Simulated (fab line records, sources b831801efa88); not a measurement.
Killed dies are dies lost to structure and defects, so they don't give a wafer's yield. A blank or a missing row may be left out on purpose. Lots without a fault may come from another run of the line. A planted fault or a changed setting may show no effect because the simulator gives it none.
A struck lot beside a sound one | flow sky130 | 14 steps out of a route of 708
Sound: wafers L623.1, L623.2, L623.5. Struck: wafers L613.1, L613.3, L613.4. The cause comes at the end.
At each step with rows: each side's tool, then ch and its chambers, then its first start. Under that, the readings that differ: sound wafers | struck wafers | difference of the means | sigmas: that difference in standard deviations of wafers without a fault.
alike: readings whose means differ by less than 2 such deviations, and words and numbers that are the same on both sides. not compared: withheld readings, readings that some wafer has no value for, bounds like >300 that may hide the same value, and numbers for which the record gives no deviation and whose values overlap.
The two part at a step that has a row with sigmas, a row that says differs or no value, or rows on one side only. Numbers that don't overlap but have no deviation are shown without sigmas and don't part them. A reading that every wafer of one side lacks parts them only if that side has two wafers or more.

first, 1 step without rows for these wafers: SKY_LDD_LDN_IMPLANT_11.
SKY_LDD_LDN_STRIP_12: strips in O2/N2.
  sound on plasma_asher-03 ch 0,1, day 29 17:35; struck on plasma_asher-03 ch 0,1, day 26 08:27
  alike: drypump_motor_current_A, oes_product_au, strip_time_to_endpoint_s
  not compared: rf_hours_counter_h
SKY_LDD_LDN_TW_MEAS_13:
  sound on film_metro-02, day 29 17:41; struck on film_metro-03, day 26 08:36
  alike: LDD_LDN_TW
then, 2 steps without rows for these wafers: SKY_LDD_LDN_CLEAN_14 (cleans in SC1/SC2, time 150 s); SKY_SPACER_CVD_00 (deposits Si3N4 from DCS/NH3, target thk 43.1 nm, time 740 s).
SKY_SPACER_THK_MEAS_01:
  sound on film_metro-01, day 29 19:01; struck on film_metro-01, day 26 10:17
  alike: SPACER_CVD_00_THK
SKY_SPACER_ETCHBACK_02: etches Si3N4 in CH3F/O2, stops on SiO2, time 46.7 s, target depth 45 nm.
  sound on rie_diel-02 ch 2,3, day 29 19:04; struck on rie_diel-02 ch 0,1,3, day 26 10:21
  alike: ch3f_flow_sccm, drypump_motor_current_A, oes_product_au, throttle_valve_pct
  not compared: rf_hours_counter_h
then, 5 steps without rows for these wafers: SKY_POLY_CUT_DEHYDRATE_00 (time 60 s); SKY_POLY_CUT_HMDS_01 (prime time 60 s); SKY_POLY_CUT_COAT_02 (resist thk 60 nm); SKY_POLY_CUT_COAT_03 (resist thk 450 nm); SKY_POLY_CUT_SOFTBAKE_04 (time 90 s).
SKY_POLY_CUT_EXPOSE_05: exposes mask NPCM, target cd 270 nm.
  sound on krf_scanner-02 ch 0, day 30 09:17; struck on krf_scanner-01, day 27 01:19
  no value came back on the struck wafers for exposure_dose_mJ_cm2, focus_offset_nm (nm), sigma_outer; on the sound wafers exposure_dose_mJ_cm2 reads 31.97 32.00 32.01
  alike: mask
then, 1 step without rows for these wafers: SKY_POLY_CUT_PEB_06.

WHERE THEY PART
Only at SKY_POLY_CUT_EXPOSE_05, within this record.

WHY: what the simulator had put in
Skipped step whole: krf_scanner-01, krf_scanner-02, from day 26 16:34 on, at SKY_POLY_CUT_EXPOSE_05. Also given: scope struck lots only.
